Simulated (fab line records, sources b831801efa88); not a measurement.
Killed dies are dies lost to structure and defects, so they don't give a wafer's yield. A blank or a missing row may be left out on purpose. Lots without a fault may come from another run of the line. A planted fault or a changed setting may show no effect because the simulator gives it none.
Which tool did it? | flow sky130 | 15 lots, 45 wafers sampled, at 2 steps of a route of 708

WHAT THE GAUGES READ, wafer by wafer
SKY_LOCAL_INTERCONNECT_OVL_MEAS_12. Usual: LOCAL_INTERCONNECT_OVL -3 nm, standard deviation 5.9.
lot  | measured     | on         | LOCAL_INTERCONNECT_OVL (nm) | flag
L530 | day 30 19:10 | overlay-02 | -9 -3 -9                    |
L531 | day 31 14:35 | overlay-02 | -2 -5 -7                    |
L532 | day 31 22:25 | overlay-01 | -7 -12 -6                   |
L534 | day 32 09:23 | overlay-01 | 0 -1 -4                     |
L535 | day 32 18:05 | overlay-02 | 0 -10 -4                    |
L536 | day 32 20:46 | overlay-02 | 0 -6 0                      |
L537 | day 33 08:28 | overlay-02 | 3 -4 2                      |
L538 | day 33 21:08 | overlay-02 | -9 -2 -9                    |
L539 | day 33 21:50 | overlay-02 | -11 -9 -12                  |
L545 | day 35 14:44 | overlay-02 | -6 -1 -2                    |
L547 | day 37 03:23 | overlay-02 | 5 3 5                       |
L549 | day 37 10:50 | overlay-01 | 8 5 9                       |
L550 | day 37 11:46 | overlay-01 | -2 3 -1                     |
L548 | day 37 14:35 | overlay-01 | 3 -1 1                      |
L551 | day 37 18:03 | overlay-01 | -9 -10 -6                   |

SKY_CONTACT_BOW_MEAS_05. Usual: CONTACT_BOW 81 um, standard deviation 7.3.
lot  | measured     | on            | CONTACT_BOW (um) | flag
L530 | day 30 20:32 | film_metro-01 | 79 86 84         |
L531 | day 31 16:17 | film_metro-01 | 85 86 84         |
L532 | day 31 23:43 | film_metro-03 | 88 86 84         |
L534 | day 32 10:45 | film_metro-03 | 87 88 82         |
L535 | day 32 19:29 | film_metro-03 | 70 79 76         |
L536 | day 32 22:10 | film_metro-01 | 86 81 82         |
L537 | day 33 09:44 | film_metro-01 | 82 71 83         |
L538 | day 33 22:25 | film_metro-03 | 70 89 83         |
L539 | day 33 23:10 | film_metro-01 | 74 71 99         |
L545 | day 35 16:05 | film_metro-01 | 77 65 80         |
L547 | day 37 04:39 | film_metro-04 | 88 88 101        |
L549 | day 37 12:16 | film_metro-01 | 85 73 64         |
L550 | day 37 13:11 | film_metro-04 | 76 78 82         |
L548 | day 37 15:56 | film_metro-03 | 85 76 82         |
L551 | day 37 19:20 | film_metro-04 | 84 85 89         |

WHICH TOOL RAN EACH LOT (tool, then ch and the chambers of the sampled wafers, then the start)
The record holds no process step before these readings.

WHAT THE TOOLS THEMSELVES READ (means of the sampled wafers that have a number; where no wafer has one, the mark that the record gives instead)
The record holds no such reading with a usual standard deviation.

THE ANSWER, worked out from the rows above alone
Rule: a lot is off if the mean of its wafers that have a number lies more than 3 standard deviations from the usual mean. A lot without any number at a reading at which 4 lots or more have one is off too. The other lots that the step has rows for count as sound. The gauges are gone through in route order, then the tools' own readings, and for those a lot's mean is taken as printed above. The first step at which some lot is off is used, and at that step the reading that is off furthest; a lot without a number counts as furthest.
No lot is off at any reading shown: from this, nothing can be told.

WHAT THE SIMULATOR HAD PUT IN
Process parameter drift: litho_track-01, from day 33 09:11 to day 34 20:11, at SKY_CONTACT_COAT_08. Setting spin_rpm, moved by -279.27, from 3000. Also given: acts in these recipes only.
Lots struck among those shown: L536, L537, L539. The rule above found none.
